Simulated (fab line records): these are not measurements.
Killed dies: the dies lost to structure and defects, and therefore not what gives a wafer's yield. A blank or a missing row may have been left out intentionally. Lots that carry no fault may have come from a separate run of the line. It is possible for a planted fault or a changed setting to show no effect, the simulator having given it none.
Which tool was responsible? | flow sky130 | Sampling: 15 lots, 45 wafers, 3 of 708 route steps

WHAT THE GAUGES SHOWED, per wafer
SKY_SD_N_CD_MEAS_07 targets a cd of 380 nm.
lot  | measured     | on        | cd-nm (nm)
L720 | day 28 06:38 | cd-sem-01 | 387 389 387
L721 | day 28 16:45 | cd-sem-01 | 380 381 380
L722 | day 29 06:50 | cd-sem-01 | 377 380 376
L723 | day 29 07:37 | cd-sem-01 | 379 379 379
L724 | day 29 18:41 | cd-sem-02 | 377 374 372
L732 | day 32 16:31 | cd-sem-02 | 380 381 381
L733 | day 32 20:15 | cd-sem-02 | 381 382 380
L734 | day 33 03:01 | cd-sem-02 | 381 381 380
L735 | day 33 12:50 | cd-sem-02 | 379 379 379
L736 | day 33 21:37 | cd-sem-02 | 384 386 383
L738 | day 34 04:04 | cd-sem-02 | 382 379 379
L739 | day 34 11:49 | cd-sem-02 | 380 379 378
L740 | day 34 21:51 | cd-sem-02 | 380 377 377
L741 | day 35 04:37 | cd-sem-02 | 377 379 378
L742 | day 36 02:58 | cd-sem-01 | 380 379 379

SKY_LI_CONTACT_BOW_MEAS_03.
lot  | measured     | on            | LI_CONTACT_BOW (um)
L720 | day 28 08:25 | film-metro-04 | 63 60 60
L721 | day 28 18:30 | film-metro-04 | 55 52 61
L722 | day 29 08:31 | film-metro-01 | 27 32 22
L723 | day 29 09:17 | film-metro-04 | 30 28 32
L724 | day 29 20:22 | film-metro-02 | 22 15 10
L732 | day 32 18:11 | film-metro-01 | 59 51 57
L733 | day 32 21:56 | film-metro-01 | 54 58 48
L734 | day 33 04:43 | film-metro-01 | 39 49 56
L735 | day 33 14:34 | film-metro-04 | 45 62 63
L736 | day 33 23:43 | film-metro-02 | 63 60 47
L738 | day 34 05:44 | film-metro-01 | 49 50 49
L739 | day 34 13:30 | film-metro-02 | 50 56 57
L740 | day 34 23:31 | film-metro-02 | 56 53 56
L741 | day 35 06:17 | film-metro-02 | 62 51 63
L742 | day 36 04:42 | film-metro-02 | 57 54 57

WHICH TOOL RAN EACH LOT (tool, then ch and the chambers of the sampled wafers, then the start)
lot  | SKY_LI_CONTACT_HDPCVD_00
L720 | hdpcvd-02 ch 0,2, day 28 07:57
L721 | hdpcvd-01 ch 0,2, day 28 17:58
L722 | hdpcvd-01 ch 1,2, day 29 08:02
L723 | hdpcvd-02 ch 0,1,2, day 29 08:49
L724 | hdpcvd-02 ch 0,1,2, day 29 19:54
L732 | hdpcvd-02 ch 0,1,2, day 32 17:44
L733 | hdpcvd-01 ch 1,2, day 32 21:26
L734 | hdpcvd-02 ch 0,1,2, day 33 04:14
L735 | hdpcvd-01 ch 0,1, day 33 14:07
L736 | hdpcvd-02 ch 1,2, day 33 22:49
L738 | hdpcvd-01 ch 1,2, day 34 05:17
L739 | hdpcvd-02 ch 0,1, day 34 13:01
L740 | hdpcvd-02 ch 0,1,2, day 34 23:01
L741 | hdpcvd-02 ch 0,1,2, day 35 05:48
L742 | hdpcvd-01 ch 0,2, day 36 04:11
- SKY_LI_CONTACT_HDPCVD_00: deposits PSG, target thk 930 nm, time 155 s.

AS READ BY THE TOOLS THEMSELVES (means over the sampled wafers that have a number; for cases with no such wafer, the mark the record gives instead)
SKY_LI_CONTACT_HDPCVD_00.
lot  | tool      | pressure-mtorr (mTorr) | run-length-s (s)
L720 | hdpcvd-02 | 6.000                  | 182.4
L721 | hdpcvd-01 | 6.008                  | 182.1
L722 | hdpcvd-01 | -                      | -
L723 | hdpcvd-02 | -                      | -
L724 | hdpcvd-02 | -                      | -
L732 | hdpcvd-02 | 5.995                  | 182.3
L733 | hdpcvd-01 | 6.003                  | 182.0
L734 | hdpcvd-02 | 5.997                  | 182.8
L735 | hdpcvd-01 | 6.000                  | 181.9
L736 | hdpcvd-02 | 5.999                  | 182.1
L738 | hdpcvd-01 | 5.993                  | 182.7
L739 | hdpcvd-02 | 6.002                  | 182.5
L740 | hdpcvd-02 | 5.985                  | 182.4
L741 | hdpcvd-02 | 6.000                  | 182.2
L742 | hdpcvd-01 | 6.013                  | 182.2

THE ANSWER, worked out from the rows above alone
Rule: the usual values come from the lots themselves. Put in order of their means at a reading, lots are off if they are a third of the lots or fewer, leave a main group of 4 or more, and stand apart from it by a gap of 3 or more times the standard deviation of the main group's means; of several such gaps the widest counts. A main group whose means are all the same, to the digits that the tables above print for the reading, isn't used. A lot without any number at a reading at which 4 lots or more have one is off too. Any other lot the step has rows for is counted as sound. First the gauges in route order, then the tools' own readings, where a lot's mean is used as printed above. At the first step where some lot is off, the reading lying furthest off is the one used; lots without a number count as furthest.
Off: at SKY_LI_CONTACT_BOW_MEAS_03 (LI_CONTACT_BOW), L722, L723, L724. For the main group the mean is 55 um and the standard deviation 3.4.
If a tool, at a process step before that reading, ran all the lots that are off and no sound lot after the first of them, it fits. Not tried: the gauges at SKY_LI_CONTACT_BOW_MEAS_03; whatever is off there is also off at SKY_LI_CONTACT_HDPCVD_00, on other tools, and gauge error can't account for it. Of those tried, none fits.

WHAT THE SIMULATOR HAD INSERTED
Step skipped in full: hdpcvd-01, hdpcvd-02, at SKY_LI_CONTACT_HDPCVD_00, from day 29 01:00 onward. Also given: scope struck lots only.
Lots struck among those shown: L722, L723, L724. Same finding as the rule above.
